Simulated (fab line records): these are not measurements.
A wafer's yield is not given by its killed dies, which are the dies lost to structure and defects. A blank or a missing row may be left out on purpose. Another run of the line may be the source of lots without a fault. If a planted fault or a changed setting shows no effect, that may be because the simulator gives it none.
Which tool is to blame? | flow sfq line | 42 wafers from 14 lots sampled at 7 of the route's 325 steps

## WHAT THE GAUGES READ, wafer by wafer
SFQ_L0_RS_MEAS_901: the measuring method here is four-point-probe. Usual: L0_MONX_KI_RS gives 43.4 ohm/sq (standard deviation 0.37).
lot  | measured    | on            | L0_MONX_KI_RS (ohm/sq)        | flag
L374 | day 1 12:35 | film metro-04 | 43.5 43.7 43.5                |
L375 | day 1 17:36 | film metro-02 | 43.3 43.2 43.4                |
L376 | day 1 22:36 | film metro-04 | 43.1 43.2 43.0                |
L377 | day 2 03:34 | film metro-02 | 42.9 42.9 43.1                |
L378 | day 2 08:35 | film metro-02 | 43.9 43.7 43.8                |
L380 | day 2 18:36 | film metro-02 | 43.8 43.4 43.4                |
L381 | day 2 23:34 | film metro-01 | 42.8 43.4 43.9                |
L383 | day 3 09:34 | film metro-01 | 42.9 43.7 43.4                |
L386 | day 4 00:35 | film metro-04 | 43.4 43.6 43.6                |
L389 | day 4 15:36 | film metro-02 | 40.0 39.6 39.8 39.9 39.6 39.9 | OFF
L392 | day 5 06:34 | film metro-04 | 40.1 39.8 40.0 40.2 39.9 40.0 | OFF
L393 | day 5 11:35 | film metro-02 | 42.7 43.2 43.6                |
L394 | day 5 16:35 | film metro-04 | 43.9 44.5 43.7                |
L397 | day 6 07:35 | film metro-04 | 42.6 42.9 42.6                |

SFQ_L0_THK_MEAS_902: measures by xrf. Usual: L0_MONX_KI_THK gives 40.8 nm (standard deviation 0.39).
lot  | measured    | on            | L0_MONX_KI_THK (nm)           | flag
L374 | day 1 12:41 | film metro-04 | 40.6 40.4 40.6                |
L375 | day 1 17:42 | film metro-02 | 40.8 40.7 40.7                |
L376 | day 1 22:42 | film metro-04 | 41.0 40.7 41.1                |
L377 | day 2 03:41 | film metro-02 | 41.2 41.3 41.1                |
L378 | day 2 08:41 | film metro-02 | 40.5 40.6 40.4                |
L380 | day 2 18:42 | film metro-02 | 40.6 40.9 40.8                |
L381 | day 2 23:41 | film metro-01 | 41.3 40.4 40.0                |
L383 | day 3 09:41 | film metro-01 | 41.2 40.5 40.8                |
L386 | day 4 00:41 | film metro-04 | 40.7 40.5 40.5                |
L389 | day 4 20:40 | film metro-02 | 44.2 44.6 44.3 44.3 44.6 44.0 | OFF
L392 | day 5 14:40 | film metro-04 | 43.9 44.2 44.3 43.9 44.2 44.0 | OFF
L393 | day 5 11:41 | film metro-02 | 41.5 40.8 40.8                |
L394 | day 5 16:41 | film metro-04 | 40.2 39.6 40.4                |
L397 | day 6 07:41 | film metro-04 | 41.6 41.5 41.7                |

SFQ_I0_BOW_MEAS_907. Usual: I0_BOW gives 1 um (standard deviation 7).
lot  | measured     | on            | I0_BOW (um) | flag
L374 | day 9 06:47  | film metro-02 | -6 -10 -11  |
L375 | day 9 11:27  | film metro-03 | -16 -1 1    |
L376 | day 12 03:41 | film metro-02 | 0 -10 3     |
L377 | day 12 18:06 | film metro-01 | 4 -5 5      |
L378 | day 13 09:07 | film metro-03 | 1 -4 0      |
L380 | day 13 12:10 | film metro-01 | -5 4 5      |
L381 | day 13 15:01 | film metro-02 | 8 2 4       |
L383 | day 13 18:01 | film metro-02 | 4 -3 -4     |
L386 | day 14 00:02 | film metro-02 | 1 -3 -5     |
L389 | day 14 03:08 | film metro-03 | -6 -13 -7   |
L392 | day 14 09:01 | film metro-02 | 5 8 3       |
L393 | day 14 09:07 | film metro-01 | 14 4 12     |
L394 | day 14 12:02 | film metro-02 | 1 1 8       |
L397 | day 15 00:28 | film metro-01 | -4 -10 -11  |

## WHICH TOOL RAN EACH LOT (tool, then ch and the chambers of the sampled wafers, then the start)
lot  | SFQ_TRILAYER_L0_DEP_SPUTTER_003 | SFQ_TRILAYER_L0_ETCH_METAL_ETCH_008 | SFQ_TRILAYER_L0_VIA_STRIP_STRIP_017 | SFQ_TRILAYER_I0_DEP_PECVD_027
L374 | pvd sputter-06, day 1 12:29     | rie metal-03 ch 0,1, day 2 10:26    | rie metal-02 ch 0,1, day 4 22:05    | pecvd-04 ch 1,2, day 8 17:31
L375 | pvd sputter-05, day 1 17:29     | rie metal-02 ch 0,1, day 2 12:52    | rie metal-04 ch 0,1, day 4 23:29    | pecvd-04 ch 0,2, day 8 19:55
L376 | pvd sputter-03, day 1 22:29     | rie metal-01 ch 0,1, day 4 06:53    | rie metal-04 ch 0,1, day 7 16:36    | pecvd-02 ch 0,1,2, day 11 23:36
L377 | pvd sputter-06, day 2 03:29     | rie metal-01 ch 0,1, day 4 16:01    | rie metal-04 ch 0,1, day 8 09:27    | pecvd-02 ch 1,2, day 12 14:25
L378 | pvd sputter-05, day 2 08:29     | rie metal-02 ch 0,1, day 5 05:34    | rie metal-01 ch 0,1, day 8 22:39    | pecvd-01 ch 1,2, day 13 06:01
L380 | pvd sputter-03, day 2 18:29     | rie metal-02 ch 0, day 5 16:27      | rie metal-04 ch 0,1, day 9 09:39    | pecvd-02 ch 1,2, day 13 08:25
L381 | pvd sputter-03, day 2 23:29     | rie metal-01 ch 0,1, day 5 22:22    | rie metal-01 ch 0,1, day 9 17:51    | pecvd-01 ch 1,2, day 13 09:37
L383 | pvd sputter-03, day 3 09:29     | rie metal-01 ch 0,1, day 6 10:22    | rie metal-04 ch 0,1, day 10 10:39   | pecvd-02 ch 0,2, day 13 12:01
L386 | pvd sputter-05, day 4 00:29     | rie metal-01 ch 0, day 7 07:56      | rie metal-04 ch 0, day 11 10:01     | pecvd-02 ch 0,2, day 13 16:49
L389 | pvd sputter-03, day 4 15:29     | rie metal-01 ch 0,1, day 8 07:00    | rie metal-04 ch 0,1, day 12 10:09   | pecvd-04 ch 1,2, day 13 20:25
L392 | pvd sputter-03, day 5 06:29     | rie metal-03 ch 0,1, day 8 23:47    | rie metal-04 ch 0,1, day 13 06:16   | pecvd-04 ch 0,1, day 14 00:15
L393 | pvd sputter-05, day 5 11:29     | rie metal-02 ch 0,1, day 9 03:23    | rie metal-01 ch 0,1, day 13 12:16   | pecvd-02 ch 1,2, day 14 01:13
L394 | pvd sputter-06, day 5 16:29     | rie metal-01 ch 1, day 9 08:11      | rie metal-04 ch 1, day 13 19:28     | pecvd-01 ch 1,2, day 14 02:25
L397 | pvd sputter-05, day 6 07:29     | rie metal-02 ch 1, day 10 06:59     | rie metal-02 ch 0,1, day 14 17:04   | pecvd-04 ch 0,1, day 14 21:23
- SFQ_TRILAYER_L0_DEP_SPUTTER_003: material MoNx KI, target thk 40 nm, time 100 s.
- SFQ_TRILAYER_L0_ETCH_METAL_ETCH_008: etches MoNx KI in SF6/O2, stops on SiO2, target depth 50 nm, time 25 s.
- SFQ_TRILAYER_L0_VIA_STRIP_STRIP_017: strips in O2.
- SFQ_TRILAYER_I0_DEP_PECVD_027: deposits SiO2 from SiH4/N2O, time 111.11 s, target thk 500 nm.

## AS READ BY THE TOOLS THEMSELVES (means over the sampled wafers that have a number; for cases with no such wafer, the mark the record gives instead)
SFQ_TRILAYER_L0_DEP_SPUTTER_003. Usual: base pressure pa 1.33e-06 Pa, standard deviation 8.1e-08; cathode dc power W 800.01 W, standard deviation 0.15; throttle valve pct 30.0 %, standard deviation 1.6.
lot  | tool           | base pressure pa (Pa) | cathode dc power W (W) | throttle valve pct (%) | flag
L374 | pvd sputter-06 | 1.28e-06              | 800.01                 | 28.7                   |
L375 | pvd sputter-05 | 1.37e-06              | 800.07                 | 30.8                   |
L376 | pvd sputter-03 | 1.29e-06              | 800.17                 | 28.1                   |
L377 | pvd sputter-06 | 1.40e-06              | 799.99                 | 29.1                   |
L378 | pvd sputter-05 | 1.39e-06              | 800.16                 | 29.7                   |
L380 | pvd sputter-03 | 1.31e-06              | 800.07                 | 30.2                   |
L381 | pvd sputter-03 | 1.33e-06              | 799.97                 | 30.9                   |
L383 | pvd sputter-03 | 1.32e-06              | 800.06                 | 30.3                   |
L386 | pvd sputter-05 | 1.33e-06              | 800.05                 | 29.8                   |
L389 | pvd sputter-03 | 1.26e-06              | 870.89                 | 31.8                   | OFF
L392 | pvd sputter-03 | 1.35e-06              | 870.99                 | 29.0                   | OFF
L393 | pvd sputter-05 | 1.30e-06              | 800.07                 | 30.4                   |
L394 | pvd sputter-06 | 1.40e-06              | 800.03                 | 29.6                   |
L397 | pvd sputter-05 | 1.34e-06              | 800.00                 | 29.7                   |

SFQ_TRILAYER_L0_ETCH_METAL_ETCH_008. Usual: drypump motor current A 5.9 A, standard deviation 0.37; oes product au 0.875 a.u., standard deviation 0.0059.
lot  | tool         | drypump motor current A (A) | oes product au (a.u.) | flag
L374 | rie metal-03 | 5.8                         | 0.873                 |
L375 | rie metal-02 | 5.6                         | 0.876                 |
L376 | rie metal-01 | 5.7                         | 0.879                 |
L377 | rie metal-01 | 5.7                         | 0.879                 |
L378 | rie metal-02 | 6.1                         | 0.871                 |
L380 | rie metal-02 | 6.5                         | 0.870                 |
L381 | rie metal-01 | 5.8                         | 0.872                 |
L383 | rie metal-01 | 5.8                         | 0.874                 |
L386 | rie metal-01 | 5.7                         | 0.875                 |
L389 | rie metal-01 | 5.8                         | 0.919                 | OFF
L392 | rie metal-03 | 6.0                         | 0.915                 | OFF
L393 | rie metal-02 | 5.6                         | 0.878                 |
L394 | rie metal-01 | 5.8                         | 0.863                 |
L397 | rie metal-02 | 5.2                         | 0.882                 |

SFQ_TRILAYER_L0_VIA_STRIP_STRIP_017. Usual: drypump motor current A 5.9 A, standard deviation 0.41; oes product au 1.003 a.u., standard deviation 0.009.
lot  | tool         | drypump motor current A (A) | oes product au (a.u.) | flag
L374 | rie metal-02 | 6.1                         | 0.997                 |
L375 | rie metal-04 | 6.1                         | 1.008                 |
L376 | rie metal-04 | 6.1                         | 1.008                 |
L377 | rie metal-04 | 6.1                         | 1.007                 |
L378 | rie metal-01 | 5.7                         | 0.995                 |
L380 | rie metal-04 | 5.9                         | 1.010                 |
L381 | rie metal-01 | 5.8                         | 1.000                 |
L383 | rie metal-04 | 5.9                         | 1.007                 |
L386 | rie metal-04 | 6.3                         | 1.008                 |
L389 | rie metal-04 | 6.1                         | 1.006                 |
L392 | rie metal-04 | 6.1                         | 1.010                 |
L393 | rie metal-01 | 5.7                         | 1.005                 |
L394 | rie metal-04 | 5.7                         | 1.011                 |
L397 | rie metal-02 | 6.1                         | 0.991                 |

SFQ_TRILAYER_I0_DEP_PECVD_027. Usual: heater power w 80 W, standard deviation 9.2; throttle valve pct 24.3 %, standard deviation 1.4.
lot  | tool     | heater power w (W) | throttle valve pct (%) | flag
L374 | pecvd-04 | 79                 | 23.2                   |
L375 | pecvd-04 | 83                 | 22.7                   |
L376 | pecvd-02 | 81                 | 25.9                   |
L377 | pecvd-02 | 73                 | 26.0                   |
L378 | pecvd-01 | 85                 | 22.8                   |
L380 | pecvd-02 | 80                 | 26.1                   |
L381 | pecvd-01 | 84                 | 23.0                   |
L383 | pecvd-02 | 80                 | 25.6                   |
L386 | pecvd-02 | 78                 | 25.5                   |
L389 | pecvd-04 | 77                 | 23.5                   |
L392 | pecvd-04 | 90                 | 23.3                   |
L393 | pecvd-02 | 69                 | 25.3                   |
L394 | pecvd-01 | 82                 | 23.2                   |
L397 | pecvd-04 | 85                 | 23.3                   |

## THE ANSWER, worked out from the rows above alone
Rule: a lot is off if the mean of its wafers that have a number lies more than 3 standard deviations from the usual mean. A lot without any number at a reading at which 4 lots or more have one is off too. Any other lot the step has rows for is counted as sound. The gauges are gone through in route order, then the tools' own readings, and for those a lot's mean is taken as printed above. The first step at which some lot is off is used, and at that step the reading that is off furthest; a lot without a number counts as furthest.
Off: L389, L392, seen at SFQ_L0_RS_MEAS_901 (L0_MONX_KI_RS).
A tool fits if, at a process step before that reading, it ran every lot that is off, and no sound lot after the first of them. Not tried: the gauges at SFQ_L0_RS_MEAS_901; whatever is off there is also off at SFQ_TRILAYER_L0_DEP_SPUTTER_003, on other tools, and gauge error can't account for it. One candidate fits, namely pvd sputter-03 at SFQ_TRILAYER_L0_DEP_SPUTTER_003. A fault onset in the window from L383 (day 3 09:29, its last sound lot) to L389 (day 4 15:29, its first lot off) fits.
On the lots that are off, the tool's own readings at SFQ_TRILAYER_L0_DEP_SPUTTER_003 differ by more than 5 times the standard deviation of the sound lots' means, which bears it out; cathode dc power W reads 870.94 W there versus 800.05 W on the sound lots.

## WHAT HAD BEEN PUT IN BY THE SIMULATOR
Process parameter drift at SFQ_TRILAYER_L0_DEP_SPUTTER_003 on pvd sputter-03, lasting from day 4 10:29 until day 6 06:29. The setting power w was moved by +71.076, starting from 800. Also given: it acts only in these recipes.
Struck lots among those shown: L389, L392. The rule given above showed the same thing.
